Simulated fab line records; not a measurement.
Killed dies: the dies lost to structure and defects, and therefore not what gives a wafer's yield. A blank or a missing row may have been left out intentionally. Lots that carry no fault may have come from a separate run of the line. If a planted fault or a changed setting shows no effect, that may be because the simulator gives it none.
Which tool is to blame? / flow sky130 / 12 lots with 36 wafers sampled at 6 steps, on a route of 708 steps

WHAT EACH GAUGE READ, for each wafer
SKY_VIA2_RS_MEAS_22: the measuring method here is four-point-probe.
lot=L075; measured=day 36 10:35; on=film-metro-01; VIA2_W_RS (ohm/sq)=0.270 0.270 0.274
lot=L077; measured=day 37 02:02; on=film-metro-03; VIA2_W_RS (ohm/sq)=0.272 0.272 0.280
lot=L079; measured=day 37 22:53; on=film-metro-03; VIA2_W_RS (ohm/sq)=0.279 0.282 0.278
lot=L081; measured=day 38 13:41; on=film-metro-03; VIA2_W_RS (ohm/sq)=0.279 0.276 0.280
lot=L083; measured=day 39 07:29; on=film-metro-03; VIA2_W_RS (ohm/sq)=0.273 0.276 0.272
lot=L085; measured=day 39 17:22; on=film-metro-04; VIA2_W_RS (ohm/sq)=0.278 0.274 0.270
lot=L087; measured=day 40 11:21; on=film-metro-01; VIA2_W_RS (ohm/sq)=0.283 0.279 0.282
lot=L089; measured=day 41 02:12; on=film-metro-04; VIA2_W_RS (ohm/sq)=0.270 0.276 0.277
lot=L091; measured=day 41 14:11; on=film-metro-03; VIA2_W_RS (ohm/sq)=0.277 0.277 0.274
lot=L094; measured=day 42 10:47; on=film-metro-04; VIA2_W_RS (ohm/sq)=0.277 0.280 0.277
lot=L095; measured=day 42 14:27; on=film-metro-03; VIA2_W_RS (ohm/sq)=0.280 0.272 0.278
lot=L097; measured=day 43 01:26; on=film-metro-04; VIA2_W_RS (ohm/sq)=0.278 0.272 0.277

EACH LOT AND THE TOOL THAT RAN IT (in order: tool; ch and the chambers of the sampled wafers; start)
lot=L075; SKY_GATE_OXIDE_STRIP_13=plasma-asher-01 ch 1, day 14 03:56; SKY_METAL2_SPUTTER_02=pvd-sputter-01, day 34 02:44; SKY_METAL2_SPUTTER_03=pvd-sputter-01, day 34 02:46; SKY_METAL2_SPUTTER_04=pvd-sputter-01, day 34 02:47; SKY_VIA2_STRIP_16=plasma-asher-01 ch 0,1, day 36 09:45
lot=L077; SKY_GATE_OXIDE_STRIP_13=plasma-asher-04 ch 0,1, day 14 20:05; SKY_METAL2_SPUTTER_02=pvd-sputter-01, day 34 19:07; SKY_METAL2_SPUTTER_03=pvd-sputter-01, day 34 19:09; SKY_METAL2_SPUTTER_04=pvd-sputter-01, day 34 19:10; SKY_VIA2_STRIP_16=plasma-asher-03 ch 0,1, day 37 01:13
lot=L079; SKY_GATE_OXIDE_STRIP_13=plasma-asher-01 ch 0,1, day 15 11:39; SKY_METAL2_SPUTTER_02=pvd-sputter-01, day 35 16:23; SKY_METAL2_SPUTTER_03=pvd-sputter-01, day 35 16:25; SKY_METAL2_SPUTTER_04=pvd-sputter-01, day 35 16:26; SKY_VIA2_STRIP_16=plasma-asher-01 ch 0,1, day 37 22:02
lot=L081; SKY_GATE_OXIDE_STRIP_13=plasma-asher-04 ch 0,1, day 16 06:59; SKY_METAL2_SPUTTER_02=pvd-sputter-04, day 36 07:27; SKY_METAL2_SPUTTER_03=pvd-sputter-04, day 36 07:28; SKY_METAL2_SPUTTER_04=pvd-sputter-04, day 36 07:29; SKY_VIA2_STRIP_16=plasma-asher-03 ch 0,1, day 38 12:52
lot=L083; SKY_GATE_OXIDE_STRIP_13=plasma-asher-04 ch 0,1, day 17 03:06; SKY_METAL2_SPUTTER_02=pvd-sputter-01, day 37 01:25; SKY_METAL2_SPUTTER_03=pvd-sputter-01, day 37 01:26; SKY_METAL2_SPUTTER_04=pvd-sputter-01, day 37 01:27; SKY_VIA2_STRIP_16=plasma-asher-02 ch 0, day 39 06:40
lot=L085; SKY_GATE_OXIDE_STRIP_13=plasma-asher-03 ch 0,1, day 17 12:50; SKY_METAL2_SPUTTER_02=pvd-sputter-03, day 37 12:10; SKY_METAL2_SPUTTER_03=pvd-sputter-03, day 37 12:11; SKY_METAL2_SPUTTER_04=pvd-sputter-03, day 37 12:12; SKY_VIA2_STRIP_16=plasma-asher-03 ch 0,1, day 39 16:35
lot=L087; SKY_GATE_OXIDE_STRIP_13=plasma-asher-01 ch 0,1, day 18 15:49; SKY_METAL2_SPUTTER_02=pvd-sputter-01, day 38 07:46; SKY_METAL2_SPUTTER_03=pvd-sputter-01, day 38 07:47; SKY_METAL2_SPUTTER_04=pvd-sputter-01, day 38 07:49; SKY_VIA2_STRIP_16=plasma-asher-02 ch 0,1, day 40 10:31
lot=L089; SKY_GATE_OXIDE_STRIP_13=plasma-asher-04 ch 0,1, day 19 10:11; SKY_METAL2_SPUTTER_02=pvd-sputter-03, day 38 22:50; SKY_METAL2_SPUTTER_03=pvd-sputter-03, day 38 22:52; SKY_METAL2_SPUTTER_04=pvd-sputter-03, day 38 22:53; SKY_VIA2_STRIP_16=plasma-asher-02 ch 0,1, day 41 01:24
lot=L091; SKY_GATE_OXIDE_STRIP_13=plasma-asher-04 ch 0,1, day 20 00:11; SKY_METAL2_SPUTTER_02=pvd-sputter-04, day 39 11:12; SKY_METAL2_SPUTTER_03=pvd-sputter-04, day 39 11:14; SKY_METAL2_SPUTTER_04=pvd-sputter-04, day 39 11:15; SKY_VIA2_STRIP_16=plasma-asher-02 ch 0,1, day 41 13:21
lot=L094; SKY_GATE_OXIDE_STRIP_13=plasma-asher-01 ch 0,1, day 21 05:33; SKY_METAL2_SPUTTER_02=pvd-sputter-04, day 40 08:25; SKY_METAL2_SPUTTER_03=pvd-sputter-04, day 40 08:26; SKY_METAL2_SPUTTER_04=pvd-sputter-04, day 40 08:28; SKY_VIA2_STRIP_16=plasma-asher-03 ch 0,1, day 42 09:59
lot=L095; SKY_GATE_OXIDE_STRIP_13=plasma-asher-03 ch 0,1, day 21 07:35; SKY_METAL2_SPUTTER_02=pvd-sputter-03, day 40 12:08; SKY_METAL2_SPUTTER_03=pvd-sputter-03, day 40 12:10; SKY_METAL2_SPUTTER_04=pvd-sputter-03, day 40 12:11; SKY_VIA2_STRIP_16=plasma-asher-03 ch 0,1, day 42 13:40
lot=L097; SKY_GATE_OXIDE_STRIP_13=plasma-asher-04 ch 0,1, day 21 20:58; SKY_METAL2_SPUTTER_02=pvd-sputter-03, day 40 22:58; SKY_METAL2_SPUTTER_03=pvd-sputter-03, day 40 22:59; SKY_METAL2_SPUTTER_04=pvd-sputter-03, day 40 23:00; SKY_VIA2_STRIP_16=plasma-asher-03 ch 0,1, day 43 00:38
- SKY_GATE_OXIDE_STRIP_13: strips in O2/N2.
- SKY_METAL2_SPUTTER_02: material AlCu, target thk 250 nm, time 13.3 s.
- SKY_METAL2_SPUTTER_03: material Ti, target thk 5 nm, time 3.3 s.
- SKY_METAL2_SPUTTER_04: material TiN, target thk 70 nm, time 58.3 s.
- SKY_VIA2_STRIP_16: strips in O2/N2.

THE ANSWER, worked out from the rows above alone
Rule: usual is defined by the lots themselves. The widest of any qualifying gaps counts: lots, ordered by their means at a reading, are off when they make up no more than a third of the lots, leave a main group of 4 or more, and stand apart from it by 3 or more times the standard deviation of that group's means. A main group is skipped when, at the precision printed for the reading in the tables above, its means are all equal. A lot without any number at a reading at which 4 lots or more have one is off too. Any other lot the step has rows for is counted as sound.
None of the lots is off at any reading shown; this tells nothing.

WHAT HAD BEEN PUT IN BY THE SIMULATOR
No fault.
